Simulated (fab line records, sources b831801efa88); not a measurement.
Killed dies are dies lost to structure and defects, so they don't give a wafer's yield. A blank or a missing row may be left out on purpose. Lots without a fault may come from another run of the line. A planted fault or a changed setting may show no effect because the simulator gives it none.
fab line records | flow sky130 | part 1 of 2: steps 1 to 34 of 48
record lots=5 wafers=15 last_day=50
route steps=708 shown VT_ADJUST_PCH@151 SONOS_TUNNEL@154 SONOS_ONO@168 GATE_OXIDE@187
lots that met no fault: from a run of the same line without faults
start_h: hours from the record's first day to the start of the lot's first wafer shown | wait_h: hours since the lot's step before | " the same as in the row above | L1.1+2: a row that stands for several wafers | - no value, or no start given | * or withheld: withheld | < > ~ a bound
route shown NAME@n: a module of which the file shows steps, and the number in the route of the first | usual: mean/standard deviation of fault-free wafers | same: alike in all rows | chamber/n: place in a boat | sites: the reading at each site | _std_site: their standard deviation | _edge_site: outer sites' mean less inner sites' | radius_mm: how far each site lies from the wafer's centre | mask NAME#n: copy n | behind: the tool/chamber that last shaped the wafer | hold: why the lot was held/for how many hours/how that ended | device: the transistor (n, p or np) that didn't switch | end of line: the same wafers' tests at the end of the route | a step without rows: its recipe alone | killed: dies lost to structure and defects at the first sort, not the wafer's yield | map: a wafer's dies, x killed, . not, _ none there
set.NAME: the setting as run; set.NAME@STEP: as run at that earlier step | model.NAME: the simulator's own value behind a step, which no gauge read
lots at some steps of the route; a table a step, a row a wafer
services: from which hour (start_h, from the record's first day; less than 0 if before it) a tool's chamber was out of use, for how many hours, and why
## steps
# step SKY_VT_ADJUST_PCH_IMPLANT_08
# recipe species=B energy_kev=10 dose_cm2=5e+11 tilt_deg=withheld
# columns lot.wafer tool chamber start_h wait_h
L083.1+4+6 implanter-02 0 292.91 0.0
L090.1+2+3 implanter-02 0 353.51 0.0
L091.2+3+4 implanter-03 0 360.92 0.0
L092.1+3+6 implanter-01 0 362.64 0.0
L094.2+4+6 implanter-03 0 381.83 0.0
# step SKY_VT_ADJUST_PCH_STRIP_09
# recipe chemistry=O2/N2 power_w=1400 pressure_mtorr=1500 platen_temp_c=withheld o2_flow_sccm=3000 n2_flow_sccm=300 overash_fraction=0.5
# usual drypump_motor_current_A=5.54/0.18 oes_product_au=0.722/0.0047 strip_time_to_endpoint_s=36.93/0.1
# same overash_fraction=0.5
# columns lot.wafer tool chamber start_h wait_h drypump_motor_current_A oes_product_au rf_hours_counter_h strip_time_to_endpoint_s
L083.1 plasma_asher-03 1 293.06 0.1 5.71 0.724 59 36.95
L083.4 " 0 " " 5.58 0.725 - 37.06
L083.6 " 1 " " 5.73 0.716 - 36.96
L090.1 plasma_asher-04 1 353.66 0.1 5.20 0.722 24 37.06
L090.2 " 0 " " 5.61 0.729 24 36.91
L090.3 " 1 " " 5.19 0.724 - 36.96
L091.2 plasma_asher-03 1 361.04 0.1 5.74 0.717 66 36.79
L091.3 " 0 " " 5.55 0.717 - 36.71
L091.4 " 1 " " 5.71 0.726 - 36.73
L092.1 plasma_asher-04 0 362.79 0.1 5.57 0.724 24 36.97
L092.3 " 1 " " 5.20 0.726 - 36.91
L092.6 " 0 " " 5.57 0.725 - 36.98
L094.2 plasma_asher-04 1 381.96 0.1 5.21 0.717 26 36.90
L094.4 " 0 " " 5.57 0.723 - 36.97
L094.6 " 0 " " 5.58 0.733 - 36.96
# step SKY_VT_ADJUST_PCH_TW_MEAS_10
# usual VT_ADJUST_PCH_TW=141.6/1.4
# columns lot.wafer tool chamber start_h wait_h VT_ADJUST_PCH_TW
L083.1 film_metro-02 - 293.16 0.1 140.3
L083.4 " - " " 140.8
L083.6 " - " " 139.9
L090.1 film_metro-02 - 353.76 0.1 139.9
L090.2 " - " " 139.9
L090.3 " - " " 139.9
L091.2 film_metro-02 - 361.15 0.1 141.3
L091.3 " - " " 141.2
L091.4 " - " " 141.9
L092.1 film_metro-02 - 362.89 0.1 142.0
L092.3 " - " " 142.2
L092.6 " - " " 141.7
L094.2 film_metro-04 - 382.07 0.1 139.5
L094.4 " - " " 140.8
L094.6 " - " " 140.0
# step SKY_SONOS_TUNNEL_DEHYDRATE_00
# recipe temp_c=200 time_s=60
# columns lot.wafer tool chamber start_h wait_h
L083.1+4+6 litho_track-03 0 305.13 12.0
L090.1+2+3 litho_track-03 0 367.23 13.5
L091.2+3+4 litho_track-03 0 373.86 12.7
L092.1+3+6 litho_track-01 0 375.87 13.0
L094.2+4+6 litho_track-02 0 395.79 13.7
# step SKY_SONOS_TUNNEL_HMDS_01
# recipe prime_time_s=60 prime_temp_c=120
# columns lot.wafer tool chamber start_h wait_h
L083.1+4+6 litho_track-03 0 305.28 0.1
L090.1+2+3 litho_track-03 0 367.38 0.1
L091.2+3+4 litho_track-03 0 374.01 0.1
L092.1+3+6 litho_track-01 0 376.02 0.1
L094.2+4+6 litho_track-02 0 395.94 0.1
# step SKY_SONOS_TUNNEL_COAT_02
# recipe resist=NOVOLAK spin_rpm=3000 resist_thk_nm=1140
# columns lot.wafer tool chamber start_h wait_h
L083.1+4+6 litho_track-03 0 305.43 0.1
L090.1+2+3 litho_track-03 0 367.53 0.1
L091.2+3+4 litho_track-03 0 374.16 0.1
L092.1+3+6 litho_track-01 0 376.17 0.1
L094.2+4+6 litho_track-02 0 396.09 0.1
# step SKY_SONOS_TUNNEL_SOFTBAKE_03
# recipe temp_c=90 time_s=60 resist=NOVOLAK
# columns lot.wafer tool chamber start_h wait_h
L083.1+4+6 litho_track-03 0 305.58 0.1
L090.1+2+3 litho_track-03 0 367.68 0.1
L091.2+3+4 litho_track-03 0 374.31 0.1
L092.1+3+6 litho_track-01 0 376.32 0.1
L094.2+4+6 litho_track-02 0 396.24 0.1
# step SKY_SONOS_TUNNEL_EXPOSE_04
# recipe mask_id=TUNM na=0.6 source_shape=conventional sigma_outer=0.6 polarization=unpolarized target_cd_nm=410 dose_mj=136
# usual reticle_temp_C=22.99/0.12
# columns lot.wafer tool chamber start_h wait_h mask reticle_temp_C
L083.1 iline_stepper-02 0 - - TUNM#0 23.03
L083.4 " 0 " " TUNM#0 23.05
L083.6 " 0 " " TUNM#0 22.91
L090.1 iline_stepper-02 0 - - TUNM#0 23.00
L090.2 " 0 " " TUNM#0 23.20
L090.3 " 0 " " TUNM#0 23.01
L091.2 iline_stepper-02 0 - - TUNM#0 23.15
L091.3 " 0 " " TUNM#0 23.07
L091.4 " 0 " " TUNM#0 23.01
L092.1 iline_stepper-02 0 - - TUNM#0 23.17
L092.3 " 0 " " TUNM#0 23.17
L092.6 " 0 " " TUNM#0 23.12
L094.2 iline_stepper-02 0 - - TUNM#0 23.09
L094.4 " 0 " " TUNM#0 23.19
L094.6 " 0 " " TUNM#0 23.02
# step SKY_SONOS_TUNNEL_PEB_05
# recipe temp_c=withheld time_s=* resist=NOVOLAK
# columns lot.wafer tool chamber start_h wait_h
L083.1+4+6 litho_track-03 0 - -
L090.1+2+3 litho_track-03 0 - -
L091.2+3+4 litho_track-01 0 - -
L092.1+3+6 litho_track-02 0 - -
L094.2+4+6 litho_track-01 0 - -
# step SKY_SONOS_TUNNEL_DEVELOP_06
# recipe resist=NOVOLAK developer=TMAH develop_time_s=60 dev_temp_c=23
# columns lot.wafer tool chamber start_h wait_h
L083.1+4+6 litho_track-03 0 318.43 0.1
L090.1+2+3 litho_track-03 0 381.58 0.1
L091.2+3+4 litho_track-01 0 388.95 0.1
L092.1+3+6 litho_track-02 0 390.42 0.1
L094.2+4+6 litho_track-01 0 411.00 0.1
# step SKY_SONOS_TUNNEL_CD_MEAS_07
# recipe target_cd_nm=410
# usual cd_nm=410.1/2.9
# columns lot.wafer tool chamber start_h wait_h cd_nm
L083.1 cd_sem-01 - 318.58 0.1 409.7
L083.4 " - " " 409.4
L083.6 " - " " 411.5
L090.1 cd_sem-01 - 381.73 0.1 411.5
L090.2 " - " " 411.1
L090.3 " - " " 409.2
L091.2 cd_sem-02 - 389.09 0.1 406.2
L091.3 " - " " 405.5
L091.4 " - " " 407.8
L092.1 cd_sem-01 - 390.57 0.1 409.3
L092.3 " - " " 410.1
L092.6 " - " " 408.3
L094.2 cd_sem-02 - 411.14 0.1 415.5
L094.4 " - " " 414.2
L094.6 " - " " 414.8
# step SKY_SONOS_TUNNEL_OVL_MEAS_08
# usual SONOS_TUNNEL_OVL=1.1/1.5
# columns lot.wafer tool chamber start_h wait_h SONOS_TUNNEL_OVL[nm]
L083.1 overlay-01 - 318.70 0.1 0.9
L083.4 " - " " 0.9
L083.6 " - " " 1.2
L090.1 overlay-01 - 381.86 0.1 2.8
L090.2 " - " " 1.9
L090.3 " - " " -0.8
L091.2 overlay-02 - 389.20 0.1 0.6
L091.3 " - " " 3.5
L091.4 " - " " 1.7
L092.1 overlay-01 - 390.69 0.1 1.6
L092.3 " - " " 1.5
L092.6 " - " " 1.4
L094.2 overlay-02 - 411.25 0.1 0.3
L094.4 " - " " 0.4
L094.6 " - " " 0.0
# step SKY_SONOS_TUNNEL_IMPLANT_09
# recipe species=B energy_kev=20 dose_cm2=1e+12 tilt_deg=withheld
# columns lot.wafer tool chamber start_h wait_h
L083.1+4+6 implanter-01 0 318.74 0.0
L090.1+2+3 implanter-04 0 382.01 0.1
L091.2+3+4 implanter-02 0 389.25 0.0
L092.1+3+6 implanter-02 0 390.73 0.0
L094.2+4+6 implanter-02 0 411.30 0.0
# step SKY_SONOS_TUNNEL_WET_ETCH_10
# recipe chemistry=dHF target_depth_nm=14 target=SiO2 dilution=100:1 temp_c=25 time_s=280
# columns lot.wafer tool chamber start_h wait_h
L083.1+4+6 wet_bench-03 2 318.89 0.1
L090.1+2+3 wet_bench-03 3 382.16 0.1
L091.2+3+4 wet_bench-01 2 389.38 0.1
L092.1+3+6 wet_bench-03 1 390.88 0.1
L094.2+4+6 wet_bench-03 2 411.43 0.1
# step SKY_SONOS_TUNNEL_STRIP_11
# recipe chemistry=SPM time_s=600 temp_c=130
# columns lot.wafer tool chamber start_h wait_h
L083.1+4+6 wet_bench-04 3 318.98 0.0
L090.1+2+3 wet_bench-04 3 382.25 0.0
L091.2+3+4 wet_bench-04 2 389.46 0.0
L092.1+3+6 wet_bench-04 0 390.96 0.0
L094.2+4+6 wet_bench-03 2 411.51 0.0
# step SKY_SONOS_TUNNEL_TW_MEAS_12
# usual SONOS_TUNNEL_TW=197.8/2
# columns lot.wafer tool chamber start_h wait_h SONOS_TUNNEL_TW
L083.1 film_metro-01 - 319.15 0.0 201.1
L083.4 " - " " 198.7
L083.6 " - " " 200.5
L090.1 film_metro-03 - 382.44 0.0 196.9
L090.2 " - " " 197.3
L090.3 " - " " 197.8
L091.2 film_metro-03 - 389.66 0.0 196.8
L091.3 " - " " 196.8
L091.4 " - " " 196.9
L092.1 film_metro-02 - 391.15 0.0 195.6
L092.3 " - " " 196.6
L092.6 " - " " 197.7
L094.2 film_metro-02 - 411.70 0.0 194.7
L094.4 " - " " 195.4
L094.6 " - " " 195.1
# step SKY_SONOS_TUNNEL_CLEAN_13
# recipe chemistry=dHF time_s=20 dilution=100:1 dry=ipa_marangoni
# columns lot.wafer tool chamber start_h wait_h
L083.1+4+6 wet_bench-03 1 319.21 0.1
L090.1+2+3 wet_bench-03 1 382.50 0.1
L091.2+3+4 wet_bench-01 2 389.71 0.0
L092.1+3+6 wet_bench-03 1 391.21 0.1
L094.2+4+6 wet_bench-01 2 411.75 0.0
# step SKY_SONOS_ONO_OXIDATION_00
# recipe temp_c=800 ambient=O2 idle_temp_c=700 ramp_up_c_per_min=10 ramp_down_c_per_min=3 stabilise_s=600 purge_s=300 target_thk_a=26 ox_time_s=1249
# columns lot.wafer tool chamber start_h wait_h
L083.1+4+6 furnace-02 0 323.48 4.3
L090.1+2+3 furnace-02 0 382.51 0.0
L091.2+3+4 furnace-02 0 389.77 0.0
L092.1+3+6 furnace-02 0 392.63 1.4
L094.2+4+6 furnace-02 0 411.76 0.0
# step SKY_SONOS_ONO_THK_MEAS_01
# recipe reads=SiO2_of_SONOS_ONO_OXIDATION_00
# usual SONOS_ONO_OXIDATION_THK=2.62/0.055
# columns lot.wafer tool chamber start_h wait_h SONOS_ONO_OXIDATION_THK[nm]
L083.1 film_metro-04 - 324.83 0.0 2.56
L083.4 " - " " 2.59
L083.6 " - " " 2.57
L090.1 film_metro-04 - 383.86 0.0 2.63
L090.2 " - " " 2.68
L090.3 " - " " 2.68
L091.2 film_metro-03 - 391.13 0.0 2.59
L091.3 " - " " 2.64
L091.4 " - " " 2.61
L092.1 film_metro-03 - 393.97 0.0 2.65
L092.3 " - " " 2.70
L092.6 " - " " 2.63
L094.2 film_metro-01 - 413.12 0.0 2.63
L094.4 " - " " 2.58
L094.6 " - " " 2.54
# step SKY_SONOS_ONO_CVD_02
# recipe material=Si3N4 precursor=DCS/NH3 target_thk_nm=10.5 temp_c=770 time_s=180 pressure_mtorr=250
# columns lot.wafer tool chamber start_h wait_h
L083.1+4+6 lpcvd-02 0 324.89 0.1
L090.1+2+3 lpcvd-02 1 390.47 6.6
L091.2+3+4 lpcvd-02 1 393.30 2.2
L092.1+3+6 lpcvd-02 1 396.14 2.2
L094.2+4+6 lpcvd-02 0 413.48 0.3
# step SKY_SONOS_ONO_THK_MEAS_03
# recipe reads=Si3N4_of_SONOS_ONO_CVD_02
# usual SONOS_ONO_CVD_02_THK=10.48/0.14
# columns lot.wafer tool chamber start_h wait_h SONOS_ONO_CVD_02_THK[nm]
L083.1 film_metro-01 - 325.94 0.0 10.39
L083.4 " - " " 10.56
L083.6 " - " " 10.47
L090.1 film_metro-03 - 391.52 0.0 10.65
L090.2 " - " " 10.74
L090.3 " - " " 10.62
L091.2 film_metro-01 - 394.36 0.0 10.43
L091.3 " - " " 10.49
L091.4 " - " " 10.37
L092.1 film_metro-03 - 397.19 0.0 10.50
L092.3 " - " " 10.61
L092.6 " - " " 10.62
L094.2 film_metro-04 - 414.54 0.0 10.50
L094.4 " - " " 10.44
L094.6 " - " " 10.54
# step SKY_SONOS_ONO_CVD_04
# recipe material=SiO2 precursor=SiH4/N2O target_thk_nm=5.7199 temp_c=900 pressure_mtorr=400
# columns lot.wafer tool chamber start_h wait_h
L083.1+4+6 lpcvd-03 0 326.00 0.1
L090.1+2+3 lpcvd-03 0 391.58 0.1
L091.2+3+4 lpcvd-03 0 394.41 0.0
L092.1+3+6 lpcvd-03 0 397.25 0.1
L094.2+4+6 lpcvd-03 1 426.49 11.9
# step SKY_SONOS_ONO_THK_MEAS_05
# recipe reads=SiO2_of_SONOS_ONO_CVD_04
# usual SONOS_ONO_CVD_04_THK=5.66/0.088
# columns lot.wafer tool chamber start_h wait_h SONOS_ONO_CVD_04_THK[nm]
L083.1 film_metro-03 - 327.25 0.0 5.73
L083.4 " - " " 5.67
L083.6 " - " " 5.64
L090.1 film_metro-01 - 392.83 0.0 5.68
L090.2 " - " " 5.83
L090.3 " - " " 5.60
L091.2 film_metro-01 - 395.67 0.0 5.71
L091.3 " - " " 5.61
L091.4 " - " " 5.71
L092.1 film_metro-04 - 398.50 0.0 5.50
L092.3 " - " " 5.62
L092.6 " - " " 5.58
L094.2 film_metro-03 - 427.75 0.0 5.57
L094.4 " - " " 5.63
L094.6 " - " " 5.54
# step SKY_SONOS_ONO_DEHYDRATE_06
# recipe temp_c=200 time_s=60
# columns lot.wafer tool chamber start_h wait_h
L083.1+4+6 litho_track-02 0 339.82 12.6
L090.1+2+3 litho_track-04 0 406.21 13.4
L091.2+3+4 litho_track-04 0 409.53 13.8
L092.1+3+6 litho_track-04 0 412.56 14.0
L094.2+4+6 litho_track-04 0 442.28 14.5
# step SKY_SONOS_ONO_HMDS_07
# recipe prime_time_s=60 prime_temp_c=120
# columns lot.wafer tool chamber start_h wait_h
L083.1+4+6 litho_track-02 0 339.97 0.1
L090.1+2+3 litho_track-04 0 406.36 0.1
L091.2+3+4 litho_track-04 0 409.68 0.1
L092.1+3+6 litho_track-04 0 412.71 0.1
L094.2+4+6 litho_track-04 0 442.43 0.1
# step SKY_SONOS_ONO_COAT_08
# recipe resist=NOVOLAK spin_rpm=3000 resist_thk_nm=1140
# columns lot.wafer tool chamber start_h wait_h
L083.1+4+6 litho_track-02 0 340.12 0.1
L090.1+2+3 litho_track-04 0 406.51 0.1
L091.2+3+4 litho_track-04 0 409.83 0.1
L092.1+3+6 litho_track-04 0 412.86 0.1
L094.2+4+6 litho_track-04 0 442.58 0.1
# step SKY_SONOS_ONO_SOFTBAKE_09
# recipe temp_c=90 time_s=60 resist=NOVOLAK
# columns lot.wafer tool chamber start_h wait_h
L083.1+4+6 litho_track-02 0 340.27 0.1
L090.1+2+3 litho_track-04 0 406.66 0.1
L091.2+3+4 litho_track-04 0 409.98 0.1
L092.1+3+6 litho_track-04 0 413.01 0.1
L094.2+4+6 litho_track-04 0 442.73 0.1
# step SKY_SONOS_ONO_EXPOSE_10
# recipe mask_id=ONOM target_cd_nm=410 na=0.6 source_shape=conventional sigma_outer=0.6 dose_mj=150
# usual reticle_temp_C=23.00/0.12
# columns lot.wafer tool chamber start_h wait_h mask reticle_temp_C
L083.1 iline_stepper-01 0 - - ONOM#0 23.08
L083.4 " 0 " " ONOM#0 23.13
L083.6 " 0 " " ONOM#0 23.13
L090.1 iline_stepper-02 0 - - ONOM#0 22.83
L090.2 " 0 " " ONOM#0 22.82
L090.3 " 0 " " ONOM#0 22.85
L091.2 iline_stepper-01 0 - - ONOM#0 22.91
L091.3 " 0 " " ONOM#0 22.91
L091.4 " 0 " " ONOM#0 22.96
L092.1 iline_stepper-01 0 - - ONOM#0 23.27
L092.3 " 0 " " ONOM#0 23.22
L092.6 " 0 " " ONOM#0 23.01
L094.2 iline_stepper-01 0 - - ONOM#0 23.06
L094.4 " 0 " " ONOM#0 23.04
L094.6 " 0 " " ONOM#0 22.95
# step SKY_SONOS_ONO_PEB_11
# recipe temp_c=withheld time_s=* resist=NOVOLAK
# columns lot.wafer tool chamber start_h wait_h
L083.1+4+6 litho_track-03 0 - -
L090.1+2+3 litho_track-04 0 - -
L091.2+3+4 litho_track-03 0 - -
L092.1+3+6 litho_track-04 0 - -
L094.2+4+6 litho_track-03 0 - -
# step SKY_SONOS_ONO_DEVELOP_12
# recipe develop_time_s=60 dev_temp_c=23
# columns lot.wafer tool chamber start_h wait_h
L083.1+4+6 litho_track-03 0 353.83 0.1
L090.1+2+3 litho_track-04 0 421.66 0.1
L091.2+3+4 litho_track-03 0 425.66 0.1
L092.1+3+6 litho_track-04 0 428.41 0.1
L094.2+4+6 litho_track-03 0 458.01 0.1
# step SKY_SONOS_ONO_CD_MEAS_13
# recipe target_cd_nm=410
# usual cd_nm=410.5/2.4
# columns lot.wafer tool chamber start_h wait_h cd_nm
L083.1 cd_sem-02 - 353.98 0.1 414.5
L083.4 " - " " 413.5
L083.6 " - " " 416.1
L090.1 cd_sem-02 - 421.81 0.1 413.2
L090.2 " - " " 411.4
L090.3 " - " " 411.3
L091.2 cd_sem-02 - 425.80 0.1 409.0
L091.3 " - " " 408.5
L091.4 " - " " 409.9
L092.1 cd_sem-01 - 428.56 0.1 410.9
L092.3 " - " " 411.7
L092.6 " - " " 412.0
L094.2 cd_sem-01 - 458.15 0.1 410.7
L094.4 " - " " 412.6
L094.6 " - " " 409.6
# step SKY_SONOS_ONO_OVL_MEAS_14
# usual SONOS_ONO_OVL=-0.1/1.5
# columns lot.wafer tool chamber start_h wait_h SONOS_ONO_OVL[nm]
L083.1 overlay-01 - 354.10 0.1 1.0
L083.4 " - " " 1.1
L083.6 " - " " 0.3
L090.1 overlay-02 - 421.93 0.1 -1.2
L090.2 " - " " -0.8
L090.3 " - " " -1.8
L091.2 overlay-02 - 425.91 0.1 -2.8
L091.3 " - " " 0.0
L091.4 " - " " -1.9
L092.1 overlay-01 - 428.68 0.1 -1.8
L092.3 " - " " -1.2
L092.6 " - " " 0.2
L094.2 overlay-02 - 458.26 0.1 1.4
L094.4 " - " " 0.9
L094.6 " - " " 0.6
# step SKY_SONOS_ONO_ETCH_15
# recipe target_depth_nm=19.52 chemistry=CHF3/O2 source_w=600 bias_w=200 pressure_mtorr=40 chf3_flow_sccm=50 O2_flow_sccm=5 time_s=7.8
# usual drypump_motor_current_A=5.7/0.48 oes_product_au=0.998/0.0097 throttle_valve_pct=8.825/0.0095
# columns lot.wafer tool chamber start_h wait_h drypump_motor_current_A oes_product_au rf_hours_counter_h throttle_valve_pct
L083.1 rie_diel-01 1 354.14 0.0 5.3 1.000 1 8.821
L083.4 " 0 " " 5.6 0.998 2 8.830
L083.6 " 3 " " 5.4 1.004 - 8.839
L090.1 rie_diel-03 1 421.96 0.0 4.7 0.998 42 8.813
L090.2 " 3 " " 5.3 0.989 71 8.834
L090.3 " 2 " " 5.8 1.007 3 8.838
L091.2 rie_diel-02 3 425.94 0.0 6.6 1.004 88 8.849
L091.3 " 1 " " 6.0 1.006 54 8.818
L091.4 " 2 " " 5.7 1.012 1 8.822
L092.1 rie_diel-03 0 428.71 0.0 6.2 0.991 0 8.826
L092.3 " 1 " " 4.7 0.999 43 8.821
L092.6 " 1 " " 4.7 1.004 - 8.814
L094.2 rie_diel-02 2 458.29 0.0 5.6 0.995 2 8.826
L094.4 " 3 " " 6.6 1.002 88 8.814
L094.6 " 2 " " 5.7 0.998 - 8.829
# step SKY_SONOS_ONO_WET_ETCH_16
# recipe chemistry=dHF target_depth_nm=14 dry=n2_spin target=SiO2 dilution=100:1 temp_c=25 time_s=280
# columns lot.wafer tool chamber start_h wait_h
L083.1+4+6 wet_bench-01 0 354.16 0.0
L090.1+2+3 wet_bench-02 2 421.98 0.0
L091.2+3+4 wet_bench-01 2 425.96 0.0
L092.1+3+6 wet_bench-03 0 428.73 0.0
L094.2+4+6 wet_bench-01 0 458.31 0.0
